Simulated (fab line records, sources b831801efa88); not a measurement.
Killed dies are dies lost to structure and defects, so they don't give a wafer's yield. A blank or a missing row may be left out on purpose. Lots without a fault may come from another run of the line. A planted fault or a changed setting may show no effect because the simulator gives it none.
Problem report in the 8D (eight disciplines) form, filled by code | flow gf180mcu | the parts of the form that need people (team, actions taken, sign-off) are left out

1. THE PROBLEM
MIM_CVD_05_THK at GF_MIM_THK_MEAS_06 reads a mean of 28.4 nm on 1 wafer of 1 lot; wafers without a fault read 41.9 nm with a standard deviation of 0.51. That is -26 standard deviations from the usual mean.
First seen on wafer L127.2, day 28 21:23, on film_metro-04. The record holds 39 wafers of 13 lots with a number at this step. Rule for "out", or "out of limits": more than 4 standard deviations from the usual mean. The other wafers with a number count as sound.

2. WHAT IT IS AND WHAT IT IS NOT
question                    | is                | is not
which readings at this step | MIM_CVD_05_THK    | -
which lots                  | L127              | L114, L115, L116, L117, L118, L119, L120, L132, L133, L134, L135, L137
which wafers of those lots  | L127.2            | L127.1, L127.3
read on which gauges        | film_metro-04     | film_metro-02, film_metro-03
when                        | from day 28 21:23 | up to then (23 sound wafers); but 15 sound wafers of L132, L133, L134, L135, L137 came after

3. SUSPECTS, AND WHAT RULES EACH OUT
Counting: a tool at a process step up to the reading stays a suspect if it ran every lot that is out. Sound lots after the first of them don't rule it out here, since some wafers of a struck lot are sound.
- the gauge at GF_MIM_THK_MEAS_06: kept. All the wafers that are out were read on film_metro-04, and no step on other tools shows them out.
- rie_diel-03 at GF_V3_ETCH_16 (etches BARC in N2/H2): kept. It ran the lot that is out, L127 (day 27 01:40); its last sound lot up to then is L120 (day 25 12:34).
- cvd_w-01 at GF_V4_CVD_23 (deposits W, target thk 350 nm, time 104.9 s): kept. It ran the lot that is out, L127 (day 28 20:32); its last sound lot up to then is L119 (day 26 14:34).
- pecvd-04 at GF_MIM_CVD_05 (deposits Si3N4, target thk 42 nm, time 29.086 s): kept. It ran the lot that is out, L127 (day 28 21:21); its last sound lot up to then is L120 (day 27 10:49).
- Within rie_diel-03 at GF_V3_ETCH_16: the wafers that are out ran in chamber 2; their sound lot-mates ran in chambers 1, 3.
- Within pecvd-04 at GF_MIM_CVD_05: the wafers that are out ran in chamber 2; their sound lot-mates ran in chambers 0, 1.
Left after counting: rie_diel-03 at GF_V3_ETCH_16, cvd_w-01 at GF_V4_CVD_23, pecvd-04 at GF_MIM_CVD_05, film_metro-04 at GF_MIM_THK_MEAS_06.

4. THE CAUSE (what the simulator had put in)
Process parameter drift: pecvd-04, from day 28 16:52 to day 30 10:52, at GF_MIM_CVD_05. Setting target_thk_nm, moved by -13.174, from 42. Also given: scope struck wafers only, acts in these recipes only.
Counting left 4 suspects, and this tool is among them.

5. THE CHAIN OF EFFECTS, in route order
Each row: a reading whose mean over the struck wafers that have a number lies more than 3 standard deviations from the usual. Only readings for which the record gives a usual standard deviation are gone through. hours: the time from each lot's start at the first step in this table that gives one to its start at this step, as a median over the lots. sigmas: the change in usual standard deviations.
hours | step               | reading        | usual   | on struck wafers | change | sigmas
0     | GF_MIM_THK_MEAS_06 | MIM_CVD_05_THK | 41.9 nm | 28.4             | -13.5  | -26

6. WHAT WOULD HAVE CAUGHT IT SOONER
In this record the first reading out of limits at a measuring or inspecting step was taken at day 28 21:23, 5 hours after the fault began at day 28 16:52.
Of the tool readings at GF_MIM_CVD_05 for which the record gives a usual standard deviation, none was out on any struck wafer, so an alarm limit of 4 standard deviations on them would not have fired.
All the lots that are out (1) had begun GF_MIM_CVD_05 on pecvd-04 by day 28 21:23. A hold on the tool at that time would have spared none of them.
